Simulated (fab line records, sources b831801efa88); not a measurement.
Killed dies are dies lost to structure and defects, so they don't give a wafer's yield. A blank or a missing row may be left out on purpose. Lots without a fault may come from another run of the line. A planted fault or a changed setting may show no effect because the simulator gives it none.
fab line records | flow sky130
record lots=5 wafers=15 last_day=50
route steps=708 shown SONOS_ONO@182 GATE_OXIDE@187 PAD_OPEN@708
lots that met no fault: from a run of the same line without faults
start_h: hours from the record's first day to the start of the lot's first wafer shown | wait_h: hours since the lot's step before | " the same as in the row above | L1.1+2: a row that stands for several wafers | - no value, or no start given | * or withheld: withheld | < > ~ a bound
route shown NAME@n: a module of which the file shows steps, and the number in the route of the first | usual: mean/standard deviation of fault-free wafers | same: alike in all rows | chamber/n: place in a boat | sites: the reading at each site | _std_site: their standard deviation | _edge_site: outer sites' mean less inner sites' | radius_mm: how far each site lies from the wafer's centre | mask NAME#n: copy n | behind: the tool/chamber that last shaped the wafer | hold: why the lot was held/for how many hours/how that ended | device: the transistor (n, p or np) that didn't switch | end of line: the same wafers' tests at the end of the route | a step without rows: its recipe alone | killed: dies lost to structure and defects at the first sort, not the wafer's yield | map: a wafer's dies, x killed, . not, _ none there
set.NAME: the setting as run; set.NAME@STEP: as run at that earlier step | model.NAME: the simulator's own value behind a step, which no gauge read
lots at some steps of the route; a table a step, a row a wafer
services: from which hour (start_h, from the record's first day; less than 0 if before it) a tool's chamber was out of use, for how many hours, and why
## steps
# step SKY_SONOS_ONO_OVL_MEAS_14
# usual SONOS_ONO_OVL=-0.2/1.5
# columns lot.wafer tool chamber start_h wait_h SONOS_ONO_OVL[nm]
L672.1 overlay-02 - 292.67 0.1 2.4
L672.4 " - " " 0.4
L672.6 " - " " -1.4
L674.1 overlay-02 - 298.62 0.1 0.2
L674.3 " - " " 0.0
L674.6 " - " " -0.6
L681.2 overlay-02 - 354.41 0.1 -0.6
L681.3 " - " " 1.1
L681.5 " - " " -1.1
L690.4 overlay-02 - 431.03 0.1 -0.8
L690.5 " - " " -0.6
L690.6 " - " " -1.4
L694.2 overlay-01 - 464.32 0.1 -0.9
L694.3 " - " " -1.5
L694.4 " - " " -1.0
# step SKY_SONOS_ONO_ETCH_15
# recipe target_depth_nm=19.52 chemistry=CHF3/O2 source_w=600 bias_w=200 pressure_mtorr=40 chf3_flow_sccm=50 O2_flow_sccm=5 time_s=7.8
# usual chamber_pressure_mTorr=40.00/0.036 drypump_motor_current_A=5.7/0.41 oes_product_au=1.001/0.0079 rf_fwd_power_W=587.8/2.5 throttle_valve_pct=8.825/0.0097
# columns lot.wafer tool chamber start_h wait_h chamber_pressure_mTorr drypump_motor_current_A oes_product_au rf_fwd_power_W rf_hours_counter_h throttle_valve_pct
L672.1 rie_diel-02 1 292.70 0.0 40.10 5.6 0.996 588.4 21 8.830
L672.4 " 2 " " 40.03 6.4 1.002 586.6 117 8.835
L672.6 " 3 " " 39.98 5.6 1.004 588.0 - 8.825
L674.1 rie_diel-04 3 298.65 0.0 40.03 5.5 1.003 585.7 12 8.820
L674.3 " 1 " " 40.01 5.1 0.989 589.0 61 8.839
L674.6 " 3 " " 40.02 5.5 0.998 587.0 - 8.821
L681.2 rie_diel-02 3 354.44 0.0 40.06 5.6 1.010 591.6 103 8.827
L681.3 " 1 " " 40.01 5.6 0.992 587.7 22 8.826
L681.5 " 0 " " 40.02 5.5 0.992 589.5 - 8.822
L690.4 rie_diel-01 1 431.04 0.0 40.03 5.3 1.005 589.0 88 8.822
L690.5 " 2 " " 40.04 6.0 1.005 584.6 - 8.834
L690.6 " 3 " " 39.99 6.0 1.016 588.2 - 8.827
L694.2 rie_diel-02 0 464.35 0.0 40.00 5.5 0.996 593.9 34 8.824
L694.3 " 2 " " 39.99 6.5 1.007 586.1 2 8.822
L694.4 " 3 " " 40.06 5.6 0.990 586.2 0 8.829
# step SKY_SONOS_ONO_WET_ETCH_16
# recipe chemistry=dHF target_depth_nm=14 dry=n2_spin target=SiO2 dilution=100:1 temp_c=25 time_s=280
# step SKY_SONOS_ONO_STRIP_17
# recipe chemistry=O2/N2 power_w=1400 pressure_mtorr=1500 platen_temp_c=withheld o2_flow_sccm=3000 n2_flow_sccm=300 overash_fraction=0.5
# usual chamber_pressure_mTorr=1500.1/1.3 drypump_motor_current_A=5.7/0.45 oes_product_au=0.710/0.005 strip_time_to_endpoint_s=14.10/0.043
# same overash_fraction=0.5
# columns lot.wafer tool chamber start_h wait_h chamber_pressure_mTorr drypump_motor_current_A oes_product_au rf_hours_counter_h strip_time_to_endpoint_s
L672.1 plasma_asher-02 0 292.81 0.0 1498.6 5.7 0.698 61 14.05
L672.4 " 0 " " 1500.0 5.6 0.713 - 14.02
L672.6 " 0 " " 1501.9 5.7 0.709 - 14.02
L674.1 plasma_asher-03 1 298.76 0.0 1499.8 5.2 0.706 46 14.12
L674.3 " 0 " " 1499.2 5.3 0.715 - 14.15
L674.6 " 0 " " 1499.4 5.3 0.704 - 14.14
L681.2 plasma_asher-01 0 354.55 0.0 1499.4 6.1 0.713 70 14.13
L681.3 " 0 " " 1502.1 6.1 0.719 - 14.10
L681.5 " 0 " " 1501.9 6.1 0.720 - 14.13
L690.4 plasma_asher-03 1 431.19 0.0 1499.5 5.2 0.714 - 14.06
L690.5 " 1 " " 1499.6 5.2 0.711 - 14.07
L690.6 " 0 " " 1498.7 5.3 0.712 - 14.08
L694.2 plasma_asher-03 0 464.46 0.0 1500.7 5.3 0.707 61 14.18
L694.3 " 0 " " 1500.9 5.3 0.716 - 14.09
L694.4 " 1 " " 1502.4 5.2 0.701 - 14.08
# step SKY_SONOS_ONO_WET_ETCH_18
# recipe chemistry=H3PO4 target_depth_nm=15 target=Si3N4 temp_c=160 time_s=172
# step SKY_GATE_OXIDE_CLEAN_00
# recipe chemistry=SC1/SC2 mix=1:4:20 temp_c=70 time_s=150 dry=n2_spin
# step SKY_GATE_OXIDE_OXIDATION_01
# recipe temp_c=900 ambient=O2 stabilise_s=600 purge_s=300 target_thk_a=102.68 ox_time_s=1473
# step SKY_GATE_OXIDE_THK_MEAS_02
# recipe reads=SiO2_of_GATE_OXIDE_OXIDATION_01
# usual GATE_OXIDE_OXIDATION_00_THK=10.28/0.19
# columns lot.wafer tool chamber start_h wait_h GATE_OXIDE_OXIDATION_00_THK[nm]
L672.1 film_metro-01 - 294.54 0.0 10.62
L672.4 " - " " 10.57
L672.6 " - " " 10.48
L674.1 film_metro-02 - 302.04 0.0 10.45
L674.3 " - " " 10.44
L674.6 " - " " 10.34
L681.2 film_metro-03 - 356.38 0.0 10.60
L681.3 " - " " 10.17
L681.5 " - " " 10.40
L690.4 film_metro-01 - 433.17 0.0 10.33
L690.5 " - " " 10.15
L690.6 " - " " 10.25
L694.2 film_metro-02 - 466.94 0.0 10.05
L694.3 " - " " 10.27
L694.4 " - " " 10.20
# step SKY_GATE_OXIDE_DEHYDRATE_03
# recipe temp_c=200 time_s=60
# step SKY_GATE_OXIDE_HMDS_04
# recipe prime_time_s=60 prime_temp_c=120
# step SKY_GATE_OXIDE_COAT_05
# recipe resist=NOVOLAK spin_rpm=3000 resist_thk_nm=1140
# step SKY_GATE_OXIDE_SOFTBAKE_06
# recipe temp_c=90 time_s=60 resist=NOVOLAK
# step SKY_GATE_OXIDE_EXPOSE_07
# recipe mask_id=LVOM na=0.6 source_shape=conventional sigma_outer=0.6 polarization=unpolarized target_cd_nm=600 dose_mj=170
# columns lot.wafer tool chamber start_h wait_h mask
L672.1+4+6 iline_stepper-01 0 307.10 - LVOM#0
L674.1+3+6 iline_stepper-02 0 314.45 - LVOM#0
L681.2+3+5 iline_stepper-02 0 370.29 - TUNM#0
L690.4+5+6 iline_stepper-01 0 448.44 - LVOM#0
L694.2+3+4 iline_stepper-02 0 481.82 - LVOM#0
# step SKY_GATE_OXIDE_PEB_08
# recipe temp_c=withheld time_s=* resist=NOVOLAK
# step SKY_GATE_OXIDE_DEVELOP_09
# recipe resist=NOVOLAK developer=TMAH develop_time_s=60 dev_temp_c=23
# step SKY_GATE_OXIDE_OVL_MEAS_10
# usual GATE_OXIDE_OVL=0.5/1.5
# columns lot.wafer tool chamber start_h wait_h GATE_OXIDE_OVL[nm]
L672.1 overlay-02 - 319.33 0.1 0.9
L672.4 " - " " -0.2
L672.6 " - " " -0.3
L674.1 overlay-02 - 327.00 0.1 2.1
L674.3 " - " " 2.1
L674.6 " - " " 1.6
L681.2 overlay-02 - 383.95 0.1 -
L681.3 " - " " -
L681.5 " - " " -
L690.4 overlay-02 - 463.91 0.1 1.7
L690.5 " - " " 2.0
L690.6 " - " " 1.4
L694.2 overlay-01 - 496.80 0.1 -3.7
L694.3 " - " " -3.1
L694.4 " - " " -2.5
# step SKY_GATE_OXIDE_IMPLANT_11
# recipe species=B energy_kev=10 dose_cm2=2.6e+12 tilt_deg=withheld
# step SKY_GATE_OXIDE_WET_ETCH_12
# recipe chemistry=dHF target_depth_nm=16.8 dry=n2_spin target=SiO2 dilution=100:1 temp_c=25 time_s=336
# step SKY_GATE_OXIDE_STRIP_13
# recipe chemistry=O2/N2 power_w=1400 pressure_mtorr=1500 platen_temp_c=withheld o2_flow_sccm=3000 n2_flow_sccm=300 overash_fraction=0.5
# usual chamber_pressure_mTorr=1500.2/1.5 drypump_motor_current_A=5.95/0.28 oes_product_au=0.715/0.0046 strip_time_to_endpoint_s=14.18/0.04
# same overash_fraction=0.5
# columns lot.wafer tool chamber start_h wait_h chamber_pressure_mTorr drypump_motor_current_A oes_product_au rf_hours_counter_h strip_time_to_endpoint_s
L672.1 plasma_asher-01 1 319.62 0.0 1501.5 5.92 0.716 66 14.19
L672.4 " 1 " " 1503.4 5.89 0.719 - 14.20
L672.6 " 0 " " 1498.7 6.11 0.714 - 14.18
L674.1 plasma_asher-04 1 327.29 0.0 1498.1 5.78 0.714 19 14.14
L674.3 " 0 " " 1499.9 5.76 0.718 - 14.21
L674.6 " 0 " " 1500.3 5.77 0.705 - 14.19
L681.2 plasma_asher-04 1 384.24 0.0 1499.5 5.81 0.715 25 14.19
L681.3 " 0 " " 1500.2 5.74 0.716 - 14.15
L681.5 " 1 " " 1499.0 5.79 0.718 - 14.18
L690.4 plasma_asher-02 1 464.22 0.0 1500.1 6.38 0.718 - 14.07
L690.5 " 0 " " 1497.0 5.65 0.713 - 14.13
L690.6 " 1 " " 1500.6 6.36 0.707 - 14.13
L694.2 plasma_asher-04 1 497.09 0.0 1499.4 5.77 0.718 36 14.24
L694.3 " 0 " " 1500.6 5.74 0.717 - 14.22
L694.4 " 1 " " 1498.3 5.76 0.717 - 14.20
# step SKY_GATE_OXIDE_TW_MEAS_14
# usual GATE_OXIDE_TW=225.4/1.8
# columns lot.wafer tool chamber start_h wait_h hold GATE_OXIDE_TW
L672.1 film_metro-03 - 319.72 0.1 - 226.2
L672.4 " - " " - 226.1
L672.6 " - " " - 225.3
L674.1 film_metro-02 - 327.39 0.1 - 224.5
L674.3 " - " " - 224.7
L674.6 " - " " - 224.1
L681.2 film_metro-02 - 384.35 0.1 await_dispo/0.2h/release 30.2
L681.3 " - " " await_dispo/0.2h/release 30.2
L681.5 " - " " await_dispo/0.2h/release 30.3
L681.2 film_metro-02 - 384.57 0.2 - 30.3
L681.3 " - " " - 30.3
L681.5 " - " " - 30.3
L690.4 film_metro-03 - 464.31 0.1 - 227.6
L690.5 " - " " - 227.0
L690.6 " - " " - 227.7
L694.2 film_metro-02 - 497.20 0.1 - 225.6
L694.3 " - " " - 224.6
L694.4 " - " " - 224.4
# step SKY_PAD_OPEN_PROBE_99
# usual defect_limited_yield=82.2/2.1 killed_at_M0_to_M3=43/8 killed_at_M4_up=2.9/1.6 killed_at_contacts=26/5.2 killed_at_front_end=15/4.3 killed_at_other=0.3/0.56 killed_dies=87/10 killed_open=48/6.9 killed_short=40/6.5 sort_bin_3_pad_short=0.9/0.36 sort_bin_5_function=10.5/1.5 sort_bin_6_memory=6.4/1.3 sort_n_pass=405/10 sort_yield_pct=82.2/2.1
# same gross_dies=492 killed_at_back_side=0 sort_bin_4_leakage[%]=0 sort_bin_8_speed[%]=0
# columns lot.wafer tool chamber start_h wait_h defect_limited_yield[%] killed_at_M0_to_M3 killed_at_M4_up killed_at_contacts killed_at_front_end killed_at_other killed_dies killed_open killed_short sort_bin_3_pad_short[%] sort_bin_5_function[%] sort_bin_6_memory[%] sort_n_pass sort_yield_pct[%]
L672.1 prober-01 - 1084.02 0.1 84.8 38 1 22 13 1 75 39 36 1.2 8.3 5.7 417 84.8
L672.4 prober-01 - 1084.17 0.2 81.3 39 1 33 19 0 92 49 43 0.8 10.0 7.9 400 81.3
L672.6 prober-01 - 1084.27 0.2 82.1 43 3 25 17 0 88 50 38 0.8 11.8 5.3 404 82.1
L674.1 prober-01 - 1092.11 0.1 81.3 49 2 30 11 0 92 58 34 1.0 10.2 7.5 400 81.3
L674.3 prober-01 - 1092.21 0.2 81.9 40 2 32 15 0 89 49 40 0.4 10.2 7.5 403 81.9
L674.6 prober-01 - 1092.36 0.2 82.9 32 2 31 19 0 84 48 36 0.8 10.2 6.1 408 82.9
L690.4 prober-02 - 1178.30 0.2 80.3 43 3 37 14 0 97 55 42 0.4 13.6 5.7 395 80.3
L690.5 prober-02 - 1178.35 0.2 83.3 33 2 27 20 0 82 42 40 0.6 10.0 6.1 410 83.3
L690.6 prober-02 - 1178.40 0.2 84.8 32 1 23 19 0 75 42 33 1.6 7.7 5.9 417 84.8
L694.2 prober-02 - 1197.96 0.1 84.6 27 5 26 18 0 76 41 35 1.0 8.9 5.5 416 84.6
L694.3 prober-02 - 1198.01 0.2 82.7 45 5 21 14 0 85 47 38 1.2 9.8 6.3 407 82.7
L694.4 prober-02 - 1198.06 0.2 79.9 51 3 30 15 0 99 55 44 0.8 12.4 6.9 393 79.9
# killed by level:class
L672.1 METAL1:geometric_particle:short=8 CONTACT:geometric_particle:open=8 VIA1:geometric_particle:open=8 LI_CONTACT:geometric_particle:open=7 METAL2:geometric_particle:short=6 VIA2:geometric_particle:open=5 VIA3:geometric_particle:open=5 POLY_GATE:geometric_particle:short=4
L672.4 CONTACT:geometric_particle:open=11 VIA1:geometric_particle:open=9 VIA3:geometric_particle:open=8 LI_CONTACT:geometric_particle:open=7 CONTACT:geometric_particle:short=6 METAL1:geometric_particle:short=6 FIELD_ISO:geometric_particle:short=5 FIELD_ISO:geometric_particle:open=5
L672.6 CONTACT:geometric_particle:open=9 VIA3:geometric_particle:open=9 LI_CONTACT:geometric_particle:open=7 VIA1:geometric_particle:open=7 METAL2:geometric_particle:short=7 FIELD_ISO:geometric_particle:short=5 METAL1:geometric_particle:short=5 CONTACT:geometric_particle:short=5
L674.1 VIA1:geometric_particle:open=11 VIA2:geometric_particle:open=10 LI_CONTACT:geometric_particle:open=9 CONTACT:geometric_particle:open=8 METAL2:geometric_particle:short=6 LOCAL_INTERCONNECT:geometric_particle:short=5 VIA3:geometric_particle:open=5 FIELD_ISO:geometric_particle:short=4
L674.3 VIA1:geometric_particle:open=16 CONTACT:geometric_particle:open=11 CONTACT:geometric_particle:short=7 LOCAL_INTERCONNECT:geometric_particle:short=6 METAL2:geometric_particle:short=6 FIELD_ISO:geometric_particle:short=5 LI_CONTACT:geometric_particle:open=5 METAL1:geometric_particle:short=5
L674.6 LI_CONTACT:geometric_particle:open=12 VIA1:geometric_particle:open=10 CONTACT:geometric_particle:open=8 POLY_GATE:geometric_particle:open=6 METAL1:geometric_particle:short=6 POLY_GATE:geometric_particle:short=5 CONTACT:geometric_particle:short=4 LI_CONTACT:geometric_particle:short=4
L690.4 CONTACT:geometric_particle:open=20 VIA1:geometric_particle:short=8 LI_CONTACT:geometric_particle:open=7 VIA1:geometric_particle:open=7 METAL2:geometric_particle:short=7 VIA3:geometric_particle:open=6 METAL1:geometric_particle:short=5 LOCAL_INTERCONNECT:geometric_particle:short=4
L690.5 CONTACT:geometric_particle:open=11 POLY_GATE:geometric_particle:short=7 METAL2:geometric_particle:short=7 POLY_GATE:geometric_particle:open=6 LOCAL_INTERCONNECT:geometric_particle:short=5 LI_CONTACT:geometric_particle:open=5 METAL1:geometric_particle:short=4 VIA1:geometric_particle:open=4
L690.6 CONTACT:geometric_particle:open=10 VIA1:geometric_particle:open=7 VIA2:geometric_particle:open=6 LI_CONTACT:geometric_particle:open=6 METAL2:geometric_particle:short=5 POLY_GATE:geometric_particle:short=4 FIELD_ISO:geometric_particle:short=3 CONTACT:geometric_particle:short=3
L694.2 VIA1:geometric_particle:open=11 LI_CONTACT:geometric_particle:open=7 FIELD_ISO:geometric_particle:open=6 LOCAL_INTERCONNECT:geometric_particle:short=6 CONTACT:geometric_particle:open=6 FIELD_ISO:geometric_particle:short=5 CONTACT:geometric_particle:short=5 METAL1:geometric_particle:short=4
L694.3 LI_CONTACT:geometric_particle:open=10 VIA1:geometric_particle:open=8 VIA1:geometric_particle:short=7 VIA3:geometric_particle:open=6 CONTACT:geometric_particle:short=5 METAL1:geometric_particle:short=5 VIA2:geometric_particle:open=5 METAL2:geometric_particle:short=5
L694.4 VIA1:geometric_particle:open=14 CONTACT:geometric_particle:open=10 LI_CONTACT:geometric_particle:open=9 METAL1:geometric_particle:short=7 METAL2:geometric_particle:short=6 VIA2:geometric_particle:open=6 FIELD_ISO:geometric_particle:short=5 CONTACT:geometric_particle:short=5
## services
# columns tool chamber start_h hours kind
iline_stepper-02 - 269.51 4.3 repair
rie_diel-01 - 272.70 0.8 repair
iline_stepper-01 - 276.45 1.9 repair
rie_diel-01 3 297.03 15.4 repair
rie_diel-01 1 305.50 41.7 repair
rie_diel-04 - 308.57 23.2 repair
rie_diel-01 - 309.60 2.8 repair
rie_diel-01 0 329.06 7.9 repair
iline_stepper-01 - 340.48 1.7 pm
rie_diel-02 2 350.93 2.0 repair
plasma_asher-03 - 353.51 3.6 repair
plasma_asher-03 - 361.39 14.6 pm
iline_stepper-02 - 377.39 1.7 pm
plasma_asher-01 - 387.90 1.8 repair
rie_diel-02 0 404.60 12.5 repair
rie_diel-02 3 405.23 4.7 repair
plasma_asher-01 - 421.25 9.0 pm
iline_stepper-01 - 432.59 12.4 repair
rie_diel-02 2 433.69 13.8 repair
rie_diel-02 0 434.67 14.4 repair
rie_diel-02 3 447.02 7.5 repair
rie_diel-02 3 459.32 4.9 repair
iline_stepper-01 - 483.96 9.6 repair
rie_diel-02 3 494.03 24.1 repair
## key
first_sign step=SKY_GATE_OXIDE_EXPOSE_07 reading=mask direction=changed
effect step=SKY_GATE_OXIDE_OVL_MEAS_10 reading=GATE_OXIDE_OVL direction=missing
effect step=SKY_GATE_OXIDE_TW_MEAS_14 reading=visit direction=added
effect step=SKY_GATE_OXIDE_TW_MEAS_14 reading=GATE_OXIDE_TW direction=down sigmas=99+ usual=225.4 struck=30.2
met_at SKY_GATE_OXIDE_EXPOSE_07
struck_wafers L681.2,L681.3,L681.5
scrapped_behind SKY_GATE_OXIDE_TW_MEAS_14 L681.2,L681.3,L681.5
onset_between 314.45 370.29
fault kind=wrong_mask tool=any chamber=- onset_h=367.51 steps=SKY_GATE_OXIDE_EXPOSE_07 aux_copy=TUNM#0 scope=struck_lots_only
